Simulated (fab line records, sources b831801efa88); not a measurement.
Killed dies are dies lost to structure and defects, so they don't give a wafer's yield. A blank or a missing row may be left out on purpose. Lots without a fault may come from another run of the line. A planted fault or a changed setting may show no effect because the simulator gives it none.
fab line records | flow sky130
record lots=13 wafers=37 last_day=50
route steps=708 shown VIA1@466 PAD_OPEN@708
lots that met no fault: from a run of the same line without faults
start_h: hours from the record's first day to the start of the lot's first wafer shown | wait_h: hours since the lot's step before | " the same as in the row above | L1.1+2: a row that stands for several wafers | - no value, or no start given | * or withheld: withheld | < > ~ a bound
route shown NAME@n: a module of which the file shows steps, and the number in the route of the first | usual: mean/standard deviation of fault-free wafers | same: alike in all rows | chamber/n: place in a boat | sites: the reading at each site | _std_site: their standard deviation | _edge_site: outer sites' mean less inner sites' | radius_mm: how far each site lies from the wafer's centre | mask NAME#n: copy n | behind: the tool/chamber that last shaped the wafer | hold: why the lot was held/for how many hours/how that ended | device: the transistor (n, p or np) that didn't switch | end of line: the same wafers' tests at the end of the route | a step without rows: its recipe alone | killed: dies lost to structure and defects at the first sort, not the wafer's yield | map: a wafer's dies, x killed, . not, _ none there
set.NAME: the setting as run; set.NAME@STEP: as run at that earlier step | model.NAME: the simulator's own value behind a step, which no gauge read
steps of the route over a sample of lots; a table a step, a row a wafer
## steps
# step SKY_VIA1_SOFTBAKE_08
# recipe temp_c=100 time_s=90 resist=KrF-thick
# usual exhaust_pa=44.8/0.89 heater_power_total_W=57.37/0.11 resist_line_temp_C=23.00/0.11 run_length_s=119.20/0.16
# columns lot.wafer tool chamber start_h wait_h exhaust_pa heater_power_total_W resist_line_temp_C run_length_s
L707.2 litho_track-04 0 768 - 44.1 57.45 22.84 119.09
L707.3 " 0 " " 44.9 57.21 22.87 119.01
L707.5 " 0 " " 45.2 57.15 22.90 118.95
L708.1 litho_track-03 0 782 - 43.5 57.41 23.05 119.35
L708.4 " 0 " " 44.6 57.28 22.85 119.32
L708.5 " 0 " " 44.9 57.36 23.07 119.32
L709.1 litho_track-01 0 809 - 43.6 57.40 23.08 119.08
L709.4 " 0 810 - 46.3 57.33 23.09 119.17
L709.6 " 0 " " 44.5 57.32 22.99 119.32
L711.2 litho_track-04 0 823 - 44.4 57.23 23.04 119.07
L711.5 " 0 " " 43.5 57.38 22.93 119.12
L711.6 " 0 " " 44.5 57.33 22.85 119.22
L710.3 litho_track-04 0 825 - 45.2 57.33 22.94 119.01
L710.4 " 0 " " 45.7 57.48 23.05 119.39
L710.5 " 0 " " 44.8 57.29 22.99 119.15
L713.1 litho_track-01 0 836 - 44.9 57.20 23.02 119.18
L713.3 " 0 " " 44.7 57.46 23.11 119.15
L713.4 " 0 " " 44.7 57.28 22.89 119.16
L720.2 litho_track-01 0 873 - 44.6 59.29 23.08 110.82
L720.4 " 0 " " 44.8 57.50 22.97 119.18
L721.1 litho_track-01 0 875 - 45.3 59.04 23.21 111.13
L721.4 " 0 " " 45.0 57.45 23.07 119.03
L725.2 litho_track-03 0 901 - 44.8 57.39 23.04 119.30
L725.5 " 0 " " 44.2 57.16 23.09 119.34
L725.6 " 0 " " 46.1 57.56 23.01 119.30
L726.2 litho_track-04 0 919 - 45.5 57.53 22.99 118.99
L726.3 " 0 " " 44.9 57.49 22.92 119.25
L726.6 " 0 " " 45.8 57.51 22.98 119.04
L727.2 litho_track-04 0 928 - 44.1 57.22 23.08 119.16
L727.5 " 0 " " 45.6 57.41 22.98 119.33
L727.6 " 0 " " 45.3 57.49 23.06 118.98
L728.2 litho_track-03 0 931 - 46.0 57.25 22.98 119.37
L728.4 " 0 " " 45.0 57.56 22.98 119.41
L728.6 " 0 " " 45.9 57.52 23.07 119.30
L729.3 litho_track-04 0 933 - 45.4 57.32 23.13 118.99
L729.5 " 0 " " 43.6 57.39 23.09 119.09
L729.6 " 0 " " 42.9 57.33 23.06 119.18
# step SKY_PAD_OPEN_PROBE_99
# usual defect_limited_yield=82.2/1.8 killed_at_M0_to_M3=42/6.1 killed_at_M4_up=3.3/1.7 killed_at_contacts=25/5.4 killed_at_front_end=16/4.6 killed_at_other=0.4/0.55 killed_dies=87/8.8 killed_open=47/7.1 killed_short=40/5.8 sort_bin_3_pad_short=0.9/0.45 sort_bin_5_function=10.7/1.4 sort_bin_6_memory=6.2/1.2 sort_bin_8_speed=0.00/0.017 sort_n_pass=405/8.8 sort_yield_pct=82.2/1.8
# same gross_dies=492 killed_at_back_side=0 sort_bin_4_leakage[%]=0
# columns lot.wafer tool chamber start_h wait_h defect_limited_yield[%] killed_at_M0_to_M3 killed_at_M4_up killed_at_contacts killed_at_front_end killed_at_other killed_dies killed_open killed_short sort_bin_3_pad_short[%] sort_bin_5_function[%] sort_bin_6_memory[%] sort_bin_8_speed[%] sort_n_pass sort_yield_pct[%]
L711.2 prober-02 - 1110.67 0.1 81.1 46 4 22 20 1 93 51 42 0.8 11.2 6.9 0 399 81.1
L711.5 prober-02 - 1110.82 0.2 83.7 42 2 20 16 0 80 41 39 0.6 11.2 4.5 0 412 83.7
L711.6 prober-02 - 1110.87 0.2 80.1 53 2 19 23 1 98 52 46 0.6 10.4 8.9 0 394 80.1
L710.3 prober-02 - 1112.95 0.2 81.3 38 2 32 20 0 92 47 44 0.8 10.6 7.3 0 400 81.3
L710.4 prober-02 - 1113.00 0.2 81.1 45 1 24 23 0 93 50 42 1.2 12.4 5.3 0 399 81.1
L710.5 prober-02 - 1113.05 0.2 82.9 41 4 28 11 0 84 43 41 1.0 11.2 4.9 0 408 82.9
L713.1 prober-02 - 1115.89 0.1 83.3 36 5 26 14 1 82 37 45 0.2 11.4 5.1 0 410 83.3
L713.3 prober-02 - 1115.99 0.2 79.1 47 2 36 18 0 103 51 52 0.6 13.0 7.3 0 389 79.1
L713.4 prober-02 - 1116.04 0.2 82.1 41 7 24 15 1 88 49 37 1.2 11.6 5.1 0 404 82.1
L720.2 prober-01 - 1142.34 0.1 81.5 43 3 27 17 1 91 50 41 0.6 12.4 5.5 0 401 81.5
L720.4 prober-01 - 1142.44 0.2 84.6 36 3 23 13 1 76 38 38 0.8 9.6 5.1 0 416 84.6
L721.1 prober-02 - 1149.86 0.1 85.4 45 2 14 11 0 72 33 39 0.6 9.6 4.5 0 420 85.4
L721.4 prober-02 - 1150.01 0.2 81.7 45 2 33 10 0 90 56 33 0.4 10.6 7.3 0 402 81.7
L725.2 prober-02 - 1162.05 0.1 84.8 39 5 17 14 0 75 38 37 1.4 9.3 4.5 0 417 84.8
L725.5 prober-02 - 1162.20 0.2 83.5 44 2 19 14 2 81 47 33 0.6 8.9 6.9 0 411 83.5
L725.6 prober-02 - 1162.25 0.2 83.1 47 2 17 16 1 83 45 35 0.8 10.2 5.9 0 409 83.1
L726.2 prober-01 - 1176.10 0.1 80.5 47 4 28 17 0 96 57 39 1.0 12.0 6.5 0 396 80.5
L726.3 prober-01 - 1176.15 0.2 83.1 42 4 21 16 0 83 52 31 1.2 9.8 5.9 0 409 83.1
L726.6 prober-01 - 1176.30 0.2 79.5 62 3 18 18 0 101 55 44 1.4 12.2 6.9 0 391 79.5
L727.2 prober-02 - 1186.92 0.1 79.1 51 1 30 21 0 103 58 45 0.8 10.6 9.6 0 389 79.1
L727.5 prober-02 - 1187.07 0.2 81.9 37 2 38 12 0 89 45 44 1.4 12.2 4.5 0 403 81.9
L727.6 prober-02 - 1187.12 0.2 84.8 38 6 23 8 0 75 40 35 0.2 10.0 5.1 0 417 84.8
# killed by level:class
L711.2 VIA1:geometric_particle:open=8 LI_CONTACT:geometric_particle:open=8 CONTACT:geometric_particle:open=7 VIA3:geometric_particle:open=6 POLY_GATE:geometric_particle:short=5 LI_CONTACT:geometric_particle:short=5 METAL1:geometric_particle:short=5 METAL2:geometric_particle:short=5
L711.5 CONTACT:geometric_particle:open=6 VIA1:geometric_particle:open=6 METAL2:geometric_particle:short=6 VIA2:geometric_particle:open=6 LI_CONTACT:geometric_particle:open=5 METAL1:geometric_particle:short=5 VIA1:geometric_particle:short=5 FIELD_ISO:geometric_particle:open=4
L711.6 VIA1:geometric_particle:open=11 POLY_GATE:geometric_particle:short=10 METAL2:geometric_particle:short=7 LI_CONTACT:geometric_particle:open=7 CONTACT:geometric_particle:open=7 VIA3:geometric_particle:open=7 VIA2:geometric_particle:open=7 VIA1:geometric_particle:short=6
L710.3 CONTACT:geometric_particle:open=11 LI_CONTACT:geometric_particle:open=8 VIA1:geometric_particle:open=8 VIA1:geometric_particle:short=7 FIELD_ISO:geometric_particle:open=5 FIELD_ISO:geometric_particle:short=5 POLY_GATE:geometric_particle:short=5 CONTACT:geometric_particle:short=5
L710.4 VIA1:geometric_particle:open=13 POLY_GATE:geometric_particle:short=8 CONTACT:geometric_particle:short=8 VIA2:geometric_particle:open=7 LI_CONTACT:geometric_particle:open=7 METAL3:geometric_particle:short=6 CONTACT:geometric_particle:open=6 FIELD_ISO:geometric_particle:short=5
L710.5 CONTACT:geometric_particle:open=11 VIA1:geometric_particle:open=10 CONTACT:geometric_particle:short=6 METAL2:geometric_particle:short=6 VIA2:geometric_particle:open=6 LI_CONTACT:geometric_particle:short=5 METAL1:geometric_particle:short=5 VIA3:geometric_particle:open=5
L713.1 CONTACT:geometric_particle:open=9 CONTACT:geometric_particle:short=6 VIA1:geometric_particle:short=6 POLY_GATE:geometric_particle:short=5 LI_CONTACT:geometric_particle:open=5 METAL2:geometric_particle:short=5 VIA2:geometric_particle:open=5 FIELD_ISO:geometric_particle:short=4
L713.3 LOCAL_INTERCONNECT:geometric_particle:short=13 VIA1:geometric_particle:open=9 LI_CONTACT:geometric_particle:open=8 VIA3:geometric_particle:open=7 CONTACT:geometric_particle:open=7 VIA2:geometric_particle:open=6 METAL1:geometric_particle:short=5 METAL3:geometric_particle:short=5
L713.4 CONTACT:geometric_particle:open=11 VIA3:geometric_particle:open=9 VIA2:geometric_particle:open=7 VIA1:geometric_particle:short=6 VIA1:geometric_particle:open=6 METAL4:geometric_particle:short=6 FIELD_ISO:geometric_particle:short=4 POLY_GATE:geometric_particle:open=4
L720.2 VIA1:geometric_particle:open=12 VIA3:geometric_particle:open=10 LI_CONTACT:geometric_particle:open=7 POLY_GATE:geometric_particle:short=6 LOCAL_INTERCONNECT:geometric_particle:short=6 CONTACT:geometric_particle:open=6 VIA2:geometric_particle:open=5 FIELD_ISO:geometric_particle:short=4
L720.4 CONTACT:geometric_particle:short=8 VIA1:geometric_particle:open=8 LI_CONTACT:geometric_particle:open=8 METAL1:geometric_particle:short=8 FIELD_ISO:geometric_particle:short=4 CONTACT:geometric_particle:open=4 VIA2:geometric_particle:open=4 VIA3:geometric_particle:open=3
L721.1 METAL1:geometric_particle:short=8 METAL2:geometric_particle:short=8 CONTACT:geometric_particle:short=6 POLY_GATE:geometric_particle:open=5 CONTACT:geometric_particle:open=5 VIA2:geometric_particle:open=5 VIA1:geometric_particle:open=4 METAL2:geometric_particle:open=4
L721.4 CONTACT:geometric_particle:open=14 VIA1:geometric_particle:open=12 VIA2:geometric_particle:open=9 LI_CONTACT:geometric_particle:open=7 LOCAL_INTERCONNECT:geometric_particle:short=5 METAL3:geometric_particle:short=4 METAL1:geometric_particle:short=4 VIA3:geometric_particle:short=4
L725.2 METAL1:geometric_particle:short=9 VIA2:geometric_particle:open=7 LI_CONTACT:geometric_particle:open=6 VIA1:geometric_particle:open=6 CONTACT:geometric_particle:open=5 FIELD_ISO:geometric_particle:open=4 VIA3:geometric_particle:short=4 METAL4:geometric_particle:short=4
L725.5 VIA1:geometric_particle:open=9 LI_CONTACT:geometric_particle:open=6 CONTACT:geometric_particle:open=6 METAL2:geometric_particle:short=6 VIA2:geometric_particle:open=6 VIA3:geometric_particle:open=5 FIELD_ISO:geometric_particle:short=4 POLY_GATE:geometric_particle:open=4
L725.6 VIA1:geometric_particle:open=11 METAL1:geometric_particle:short=10 CONTACT:geometric_particle:open=6 VIA3:geometric_particle:open=6 LI_CONTACT:geometric_particle:open=5 POLY_GATE:geometric_particle:open=4 METAL2:geometric_particle:short=4 FIELD_ISO:geometric_particle:short=3
L726.2 VIA1:geometric_particle:open=15 VIA1:geometric_particle:short=11 LI_CONTACT:geometric_particle:open=10 CONTACT:geometric_particle:open=9 VIA2:geometric_particle:open=9 CONTACT:geometric_particle:short=6 FIELD_ISO:geometric_particle:open=4 FIELD_ISO:geometric_particle:short=3
L726.3 VIA1:geometric_particle:open=11 FIELD_ISO:geometric_particle:open=9 CONTACT:geometric_particle:open=7 VIA2:geometric_particle:open=7 METAL1:geometric_particle:short=6 VIA3:geometric_particle:open=6 LOCAL_INTERCONNECT:geometric_particle:short=5 METAL2:geometric_particle:short=4
L726.6 VIA1:geometric_particle:open=14 CONTACT:geometric_particle:open=11 VIA2:geometric_particle:open=9 VIA3:geometric_particle:open=8 METAL1:geometric_particle:short=7 FIELD_ISO:geometric_particle:open=5 VIA1:geometric_particle:short=5 METAL2:geometric_particle:short=5
L727.2 VIA1:geometric_particle:open=16 CONTACT:geometric_particle:open=11 CONTACT:geometric_particle:short=9 FIELD_ISO:geometric_particle:short=7 VIA3:geometric_particle:open=7 VIA1:geometric_particle:short=6 VIA2:geometric_particle:open=6 LI_CONTACT:geometric_particle:open=5
L727.5 CONTACT:geometric_particle:open=13 LI_CONTACT:geometric_particle:open=10 LOCAL_INTERCONNECT:geometric_particle:short=7 VIA3:geometric_particle:open=7 FIELD_ISO:geometric_particle:short=5 METAL1:geometric_particle:short=5 VIA1:geometric_particle:open=5 VIA1:geometric_particle:short=4
L727.6 VIA1:geometric_particle:open=12 LI_CONTACT:geometric_particle:open=10 VIA3:geometric_particle:open=6 METAL1:geometric_particle:short=5 METAL4:geometric_particle:short=5 CONTACT:geometric_particle:open=4 FIELD_ISO:geometric_particle:short=4 LI_CONTACT:geometric_particle:short=3
## key
first_sign step=SKY_VIA1_SOFTBAKE_08 reading=run_length_s direction=down sigmas=52 usual=* struck=*
effect step=SKY_VIA1_SOFTBAKE_08 reading=heater_power_total_W direction=up sigmas=16 usual=* struck=*
met_at SKY_VIA1_SOFTBAKE_08
struck_lots L720,L721
struck_wafers L720.2,L721.1
onset_between 836 873
fault kind=process_parameter_drift tool=litho_track-01 chamber=- onset_h=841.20 steps=SKY_VIA1_SOFTBAKE_08 channel=time_s offset=* shape=step end_h=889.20 scope=struck_wafers_only acts_in=* stated=*
